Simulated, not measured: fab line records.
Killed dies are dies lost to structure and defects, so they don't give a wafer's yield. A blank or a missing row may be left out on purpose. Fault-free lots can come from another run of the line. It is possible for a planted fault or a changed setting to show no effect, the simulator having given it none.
Which tool did it? ; flow gf180mcu ; 11 lots with 32 wafers sampled at 5 steps, on a route of 602 steps

== WHAT EACH GAUGE READ, for each wafer ==
GF_CONTACT_CD_MEAS_14: target cd 220 nm. Usual: cd_nm reads 219.8 nm (standard deviation 1.5).
lot;measured;on;cd_nm (nm);flag
L512;day 15 20:37;cd_sem-01;218.1 216.4 217.5;
L513;day 16 11:17;cd_sem-01;218.8 219.6 218.9;
L516;day 17 05:39;cd_sem-02;220.2 220.9 219.5;
L517;day 18 01:48;cd_sem-01;219.7 220.7 219.8;
L519;day 18 12:19;cd_sem-02;220.9 221.2 219.5;
L520;day 18 23:36;cd_sem-02;220.6 221.0 219.2;
L521;day 19 09:58;cd_sem-02;221.1 220.3 220.2;
L522;day 19 21:15;cd_sem-02;221.7 222.0 221.3;
L523;day 20 06:17;cd_sem-02;219.2 219.8 221.0;
L526;day 21 13:55;cd_sem-01;218.3 220.4 219.3;
L532;day 23 14:43;cd_sem-02;217.7 216.0;

GF_CONTACT_RS_MEAS_25: measurement is done with a four-point probe. Usual: for CONTACT_W_RS the level is 0.383 ohm/sq and the standard deviation is 0.0045.
lot;measured;on;CONTACT_W_RS (ohm/sq);flag
L512;day 15 21:32;film_metro-03;0.391 0.389 0.393;
L513;day 16 12:13;film_metro-02;0.391 0.396 0.390;
L516;day 17 06:29;film_metro-03;0.379 0.382 0.381;
L517;day 18 02:37;film_metro-03;0.387 0.381 0.376;
L519;day 18 13:08;film_metro-04;0.384 0.374 0.387;
L520;day 19 00:25;film_metro-04;0.380 0.383 0.378;
L521;day 19 10:47;film_metro-02;0.382 0.382 0.391;
L522;day 19 22:04;film_metro-03;0.385 0.386 0.384;
L523;day 20 07:06;film_metro-03;0.380 0.388 0.382;
L526;day 21 14:44;film_metro-04;0.379 0.381 0.377;
L532;day 23 15:31;film_metro-02;0.385 0.489 0.385 0.488;OFF

GF_CONTACT_THK_MEAS_26: measures by xrf. Usual: for CONTACT_W_THK the level is 303 nm and the standard deviation is 3.6.
lot;measured;on;CONTACT_W_THK (nm);flag
L512;day 15 21:37;film_metro-03;297 299 298;
L513;day 16 12:19;film_metro-02;299 293 297;
L516;day 17 06:35;film_metro-03;304 301 301;
L517;day 18 02:44;film_metro-03;297 304 308;
L519;day 18 13:16;film_metro-04;300 309 298;
L520;day 19 00:32;film_metro-04;304 301 303;
L521;day 19 10:54;film_metro-02;304 305 300;
L522;day 19 22:11;film_metro-03;298 298 300;
L523;day 20 07:13;film_metro-03;304 297 303;
L526;day 21 14:51;film_metro-04;304 305 307;
L532;day 23 17:19;film_metro-02;302 238 302 239;OFF

== EACH LOT AND THE TOOL THAT RAN IT (in order: tool; ch and the chambers of the sampled wafers; start) ==
lot;GF_CONTACT_SPUTTER_22;GF_CONTACT_CVD_24
L512;pvd_sputter-03, day 15 21:10;cvd_w-01 ch 1, day 15 21:22
L513;pvd_sputter-02, day 16 11:53;cvd_w-02 ch 0, day 16 12:01
L516;pvd_sputter-04, day 17 06:16;cvd_w-01 ch 0,1, day 17 06:22
L517;pvd_sputter-03, day 18 02:25;cvd_w-02 ch 0,1, day 18 02:31
L519;pvd_sputter-03, day 18 12:56;cvd_w-02 ch 0,1, day 18 13:02
L520;pvd_sputter-02, day 19 00:13;cvd_w-02 ch 0,1, day 19 00:19
L521;pvd_sputter-04, day 19 10:34;cvd_w-01 ch 0,1, day 19 10:40
L522;pvd_sputter-03, day 19 21:51;cvd_w-02 ch 0,1, day 19 21:57
L523;pvd_sputter-03, day 20 06:54;cvd_w-02 ch 0,1, day 20 07:00
L526;pvd_sputter-04, day 21 14:32;cvd_w-02 ch 0,1, day 21 14:38
L532;pvd_sputter-02, day 23 15:16;cvd_w-01 ch 0,1, day 23 15:24
- GF_CONTACT_SPUTTER_22: material Ti, target thk 15 nm, time 80.02 s.
- GF_CONTACT_CVD_24: deposits W, target thk 300 nm, time 90.339 s.

== WHAT THE TOOLS THEMSELVES READ (means of the sampled wafers that have a number; where no wafer has one, the mark that the record gives instead) ==
GF_CONTACT_SPUTTER_22. Usual: substrate_temp_c 199.96 C, standard deviation 0.18; throttle_valve_pct 30.0 %, standard deviation 0.81.
lot;tool;substrate_temp_c (C);throttle_valve_pct (%);flag
L512;pvd_sputter-03;199.97;30.1;
L513;pvd_sputter-02;199.95;29.5;
L516;pvd_sputter-04;200.03;30.5;
L517;pvd_sputter-03;199.97;30.4;
L519;pvd_sputter-03;200.08;29.6;
L520;pvd_sputter-02;199.90;29.7;
L521;pvd_sputter-04;200.04;30.4;
L522;pvd_sputter-03;200.06;31.0;
L523;pvd_sputter-03;200.02;30.2;
L526;pvd_sputter-04;199.79;30.6;
L532;pvd_sputter-02;199.77;29.6;

GF_CONTACT_CVD_24. Usual: heater_power_outer_w 539 W, standard deviation 69; heater_power_w 851 W, standard deviation 86; susceptor_temp_C 400.01 C, standard deviation 0.24.
lot;tool;heater_power_outer_w (W);heater_power_w (W);susceptor_temp_C (C);flag
L512;cvd_w-01;461;726;400.02;
L513;cvd_w-02;651;976;400.18;
L516;cvd_w-01;483;778;399.99;
L517;cvd_w-02;555;885;400.13;
L519;cvd_w-02;597;915;399.97;
L520;cvd_w-02;552;889;399.78;
L521;cvd_w-01;520;829;399.66;
L522;cvd_w-02;602;928;399.91;
L523;cvd_w-02;557;882;400.24;
L526;cvd_w-02;602;922;400.12;
L532;cvd_w-01;509;804;399.91;

== THE ANSWER, worked out from the rows above alone ==
Rule: a lot is off if the mean of its wafers that have a number lies more than 3 standard deviations from the usual mean. Also off: a lot with no number at a reading for which 4 or more lots have one. The other lots that the step has rows for count as sound. First the gauges in route order, then the tools' own readings, where a lot's mean is used as printed above. At the first step where some lot is off, the reading lying furthest off is the one used; lots without a number count as furthest.
Off: L532, seen at GF_CONTACT_RS_MEAS_25 (CONTACT_W_RS).
If a tool, at a process step before that reading, ran all the lots that are off and no sound lot after the first of them, it fits. Gauges at GF_CONTACT_RS_MEAS_25: tried the same way as those tools. Can't be told from this: 3 tools fit, pvd_sputter-02 at GF_CONTACT_SPUTTER_22, cvd_w-01 at GF_CONTACT_CVD_24, film_metro-02 at GF_CONTACT_RS_MEAS_25.

== WHAT THE SIMULATOR HAD PUT IN ==
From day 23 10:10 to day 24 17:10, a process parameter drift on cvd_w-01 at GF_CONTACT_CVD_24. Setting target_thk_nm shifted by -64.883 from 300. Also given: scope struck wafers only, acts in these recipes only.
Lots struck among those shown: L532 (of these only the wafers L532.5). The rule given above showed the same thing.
